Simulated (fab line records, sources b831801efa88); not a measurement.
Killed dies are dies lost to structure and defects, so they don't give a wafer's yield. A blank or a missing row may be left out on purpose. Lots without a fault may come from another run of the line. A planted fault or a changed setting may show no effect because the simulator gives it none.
Which tool did it? | flow sky130 | 14 lots, 42 wafers sampled, at 5 steps of a route of 708

WHAT THE GAUGES READ, wafer by wafer
SKY_NWELL_RS_MEAS_29: measures by four-point-probe. Usual: NWELL_RS 624.1 ohm/sq, standard deviation 1.9.
lot  | measured     | on            | NWELL_RS (ohm/sq) | flag
L140 | day 5 15:43  | film_metro-02 | 624.2 624.7 623.6 |
L141 | day 5 23:49  | film_metro-02 | 621.6 622.4 620.6 |
L142 | day 6 01:25  | film_metro-01 | 648.1 648.8 648.0 | OFF
L143 | day 6 09:45  | film_metro-04 | 650.8 652.7 651.6 | OFF
L148 | day 7 12:16  | film_metro-04 | 623.1 625.4 623.6 |
L151 | day 8 09:53  | film_metro-02 | 621.3 621.3 621.3 |
L152 | day 8 14:19  | film_metro-02 | 619.8 620.3 620.8 |
L153 | day 8 23:41  | film_metro-01 | 623.5 623.4 622.8 |
L154 | day 9 06:05  | film_metro-04 | 625.9 626.0 625.8 |
L156 | day 9 18:28  | film_metro-01 | 628.0 628.4 627.2 |
L157 | day 10 00:26 | film_metro-02 | 624.4 623.6 625.7 |
L159 | day 10 06:31 | film_metro-02 | 622.4 622.0 624.6 |
L160 | day 10 14:22 | film_metro-02 | 624.9 625.7 626.3 |
L162 | day 11 02:46 | film_metro-04 | 622.8 622.4 621.7 |

SKY_LDD_HVP_TW_MEAS_10. Usual: LDD_HVP_TW 452, standard deviation 4.1.
lot  | measured     | on            | LDD_HVP_TW  | flag
L140 | day 21 23:19 | film_metro-01 | 459 454 457 |
L141 | day 22 10:41 | film_metro-03 | 454 457 458 |
L148 | day 24 21:46 | film_metro-03 | 457 454 457 |
L151 | day 26 03:05 | film_metro-02 | 447 447 450 |
L152 | day 26 08:19 | film_metro-03 | 458 454 451 |
L153 | day 26 18:44 | film_metro-01 | 452 451 451 |
L154 | day 27 06:16 | film_metro-02 | 448 445 446 |
L156 | day 27 21:11 | film_metro-01 | 455 454 452 |
L157 | day 28 05:28 | film_metro-01 | 458 455 458 |
L159 | day 28 17:58 | film_metro-01 | 458 457 456 |
L160 | day 29 00:23 | film_metro-02 | 447 446 450 |
L162 | day 30 04:28 | film_metro-02 | 447 445 445 |

SKY_LI_CONTACT_THK_MEAS_23: measures by xrf. Usual: LI_CONTACT_W_THK 405 nm, standard deviation 6.1.
lot  | measured     | on            | LI_CONTACT_W_THK (nm) | flag
L140 | day 29 13:37 | film_metro-01 | 411 417 415           |
L141 | day 30 00:36 | film_metro-03 | 405 395 397           |
L148 | day 32 04:22 | film_metro-03 | 403 406 405           |
L151 | day 33 08:22 | film_metro-03 | 403 411 410           |
L152 | day 33 14:53 | film_metro-01 | 412 406 418           |
L153 | day 33 23:54 | film_metro-01 | 418 414 412           |
L154 | day 34 10:11 | film_metro-01 | 408 401 405           |
L156 | day 34 23:06 | film_metro-01 | 417 416 409           |
L157 | day 35 08:38 | film_metro-04 | 400 406 407           |
L159 | day 35 19:59 | film_metro-04 | 396 399 399           |
L160 | day 36 01:42 | film_metro-04 | 402 400 400           |
L162 | day 37 04:31 | film_metro-01 | 395 394 395           |

WHICH TOOL RAN EACH LOT (tool, then ch and the chambers of the sampled wafers, then the start)
lot  | SKY_NWELL_IMPLANT_13            | SKY_POLY_CUT_ETCH_10
L140 | implanter-02 ch 0, day 4 21:17  | rie_diel-02 ch 0,1, day 24 13:20
L141 | implanter-01 ch 0, day 5 04:20  | rie_diel-03 ch 1,2,3, day 25 02:35
L142 | implanter-03, day 5 06:42       | -
L143 | implanter-01, day 5 14:02       | -
L148 | implanter-03 ch 0, day 6 16:01  | rie_diel-03 ch 1,2,3, day 27 09:10
L151 | implanter-01 ch 0, day 7 13:36  | rie_diel-01 ch 0,2,3, day 28 14:04
L152 | implanter-01 ch 0, day 7 17:38  | rie_diel-02 ch 1,2,3, day 28 21:07
L153 | implanter-03 ch 0, day 8 03:23  | rie_diel-03 ch 1,3, day 29 06:38
L154 | implanter-01 ch 0, day 8 09:00  | rie_diel-03 ch 0,3, day 29 17:52
L156 | implanter-01 ch 0, day 8 20:42  | rie_diel-01 ch 1,2,3, day 30 08:50
L157 | implanter-02 ch 0, day 9 02:46  | rie_diel-02 ch 0,2,3, day 30 16:25
L159 | implanter-01 ch 0, day 9 08:17  | rie_diel-02 ch 0,3, day 31 03:59
L160 | implanter-01 ch 0, day 9 15:49  | rie_diel-01 ch 0,3, day 31 09:22
L162 | implanter-02 ch 0, day 10 03:59 | rie_diel-02 ch 0,2,3, day 32 14:08
- SKY_NWELL_IMPLANT_13
- SKY_POLY_CUT_ETCH_10: etches BARC in N2/H2, stops on SiO2, time 45.9 s, target depth 60 nm.

WHAT THE TOOLS THEMSELVES READ (means of the sampled wafers that have a number; where no wafer has one, the mark that the record gives instead)
SKY_NWELL_IMPLANT_13. Usual: beam_energy_keV 50.002, standard deviation 0.014; beam_on_s 10.03 s, standard deviation 0.2; faraday_current_uA 3.93, standard deviation 0.08.
lot  | tool         | beam_energy_keV | beam_on_s (s) | faraday_current_uA | flag
L140 | implanter-02 | 49.999          | 10.27         | 3.84               |
L141 | implanter-01 | 49.999          | 9.90          | 3.97               |
L142 | implanter-03 | -               | -             | -                  | OFF
L143 | implanter-01 | -               | -             | -                  | OFF
L148 | implanter-03 | 50.016          | 9.99          | 3.96               |
L151 | implanter-01 | 49.993          | 10.03         | 3.95               |
L152 | implanter-01 | 50.019          | 9.94          | 3.98               |
L153 | implanter-03 | 50.004          | 10.26         | 3.84               |
L154 | implanter-01 | 50.008          | 10.22         | 3.86               |
L156 | implanter-01 | 49.985          | 9.97          | 3.97               |
L157 | implanter-02 | 49.991          | 9.97          | 3.96               |
L159 | implanter-01 | 50.017          | 10.07         | 3.93               |
L160 | implanter-01 | 49.993          | 9.70          | 4.07               |
L162 | implanter-02 | 50.017          | 10.07         | 3.92               |

SKY_POLY_CUT_ETCH_10. Usual: drypump_motor_current_A 5.6 A, standard deviation 0.54; oes_product_au 0.855 a.u., standard deviation 0.0047; throttle_valve_pct 13.224 %, standard deviation 0.0082.
lot  | tool        | drypump_motor_current_A (A) | oes_product_au (a.u.) | throttle_valve_pct (%) | flag
L140 | rie_diel-02 | 5.0                         | 0.861                 | 13.228                 |
L141 | rie_diel-03 | 5.7                         | 0.859                 | 13.226                 |
L148 | rie_diel-03 | 5.7                         | 0.854                 | 13.232                 |
L151 | rie_diel-01 | 6.0                         | 0.857                 | 13.221                 |
L152 | rie_diel-02 | 5.4                         | 0.856                 | 13.229                 |
L153 | rie_diel-03 | 5.8                         | 0.858                 | 13.228                 |
L154 | rie_diel-03 | 6.3                         | 0.854                 | 13.226                 |
L156 | rie_diel-01 | 6.0                         | 0.858                 | 13.221                 |
L157 | rie_diel-02 | 5.4                         | 0.855                 | 13.234                 |
L159 | rie_diel-02 | 5.3                         | 0.853                 | 13.218                 |
L160 | rie_diel-01 | 5.7                         | 0.851                 | 13.226                 |
L162 | rie_diel-02 | 5.4                         | 0.850                 | 13.225                 |

THE ANSWER, worked out from the rows above alone
Rule: a lot is off if the mean of its wafers that have a number lies more than 3 standard deviations from the usual mean. A lot without any number at a reading at which 4 lots or more have one is off too. The other lots that the step has rows for count as sound. The gauges are gone through in route order, then the tools' own readings, and for those a lot's mean is taken as printed above. The first step at which some lot is off is used, and at that step the reading that is off furthest; a lot without a number counts as furthest.
Off: L142, L143, at SKY_NWELL_RS_MEAS_29 (NWELL_RS).
A tool fits if, at a process step before that reading, it ran every lot that is off, and no sound lot after the first of them. The gauges at SKY_NWELL_RS_MEAS_29 aren't tried: what is off there is off at SKY_NWELL_IMPLANT_13 too, on other tools, and a gauge's error can't cause that. None of those tried fits.

WHAT THE SIMULATOR HAD PUT IN
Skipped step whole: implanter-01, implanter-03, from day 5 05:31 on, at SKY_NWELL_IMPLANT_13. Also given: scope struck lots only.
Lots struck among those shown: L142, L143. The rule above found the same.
